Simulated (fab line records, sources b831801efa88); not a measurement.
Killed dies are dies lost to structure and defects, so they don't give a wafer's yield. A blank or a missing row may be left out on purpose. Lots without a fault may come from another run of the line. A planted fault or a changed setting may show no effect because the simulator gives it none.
Problem report in the 8D (eight disciplines) form, filled by code | flow sky130 | the parts of the form that need people (team, actions taken, sign-off) are left out

1. THE PROBLEM
LDD_HVN_TW at SKY_LDD_HVN_TW_MEAS_10 reads a mean of 1337 on 6 wafers of 2 lots; wafers without a fault read 1448 with a standard deviation of 8.9. That is -12 standard deviations from the usual mean.
First seen on wafer L398.1, day 25 14:47, on film_metro-02. The record holds 42 wafers of 14 lots with a number at this step. Rule for "out", or "out of limits": more than 4 standard deviations from the usual mean. The other wafers with a number count as sound.

2. WHAT IT IS AND WHAT IT IS NOT
question                    | is                           | is not
which readings at this step | LDD_HVN_TW                   | -
which lots                  | L398, L401                   | L386, L387, L389, L390, L391, L392, L395, L397, L403, L407, L408, L409
which wafers of those lots  | all that have a number       | -
read on which gauges        | film_metro-01, film_metro-02 | film_metro-03
when                        | from day 25 14:47            | up to then (24 sound wafers); but 12 sound wafers of L403, L407, L408, L409 came after

3. SUSPECTS, AND WHAT RULES EACH OUT
Counting: a tool at a process step up to the reading stays a suspect if it ran every lot that is out and no sound lot after the first of them.
- the gauge at SKY_LDD_HVN_TW_MEAS_10: ruled out. The wafers that are out were read on 2 gauges (film_metro-01, film_metro-02).
- implanter-01 at SKY_LDD_HVN_IMPLANT_08: kept. It ran every lot that is out, first L398 (day 25 14:32), and no sound lot after that; its last sound lot up to then is L395 (day 24 09:13). Its own readings are out on those wafers: beam_energy_keV.
Left after counting: implanter-01 at SKY_LDD_HVN_IMPLANT_08.

4. THE CAUSE (what the simulator had put in)
Process parameter drift: implanter-01, from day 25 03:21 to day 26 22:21, at SKY_LDD_HVN_IMPLANT_08. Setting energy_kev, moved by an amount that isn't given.
Counting left only this tool.

5. THE CHAIN OF EFFECTS, in route order
Each row: a reading whose mean over the struck wafers that have a number lies more than 3 standard deviations from the usual. Only readings for which the record gives a usual standard deviation are gone through. hours: the time from each lot's start at the first step in this table that gives one to its start at this step, as a median over the lots. sigmas: the change in usual standard deviations.
hours | step                   | reading         | usual  | on struck wafers | change  | sigmas
0     | SKY_LDD_HVN_IMPLANT_08 | beam_energy_keV | 60.002 | 44.519           | -15.483 | -99 or more
0     | SKY_LDD_HVN_TW_MEAS_10 | LDD_HVN_TW      | 1448   | 1337             | -111    | -12
The process steps in it:
- SKY_LDD_HVN_IMPLANT_08

6. WHAT WOULD HAVE CAUGHT IT SOONER
In this record the first reading out of limits at a measuring or inspecting step was taken at day 25 14:47, 11 hours after the fault began at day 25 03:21.
The tool's own readings at SKY_LDD_HVN_IMPLANT_08 were out on every struck wafer that the step has a row for (beam_energy_keV): an alarm limit on them would have fired on the first of those.
Of the lots that are out (2), L401 began SKY_LDD_HVN_IMPLANT_08 on implanter-01 after day 25 14:47. A hold on the tool at that time would have spared it.
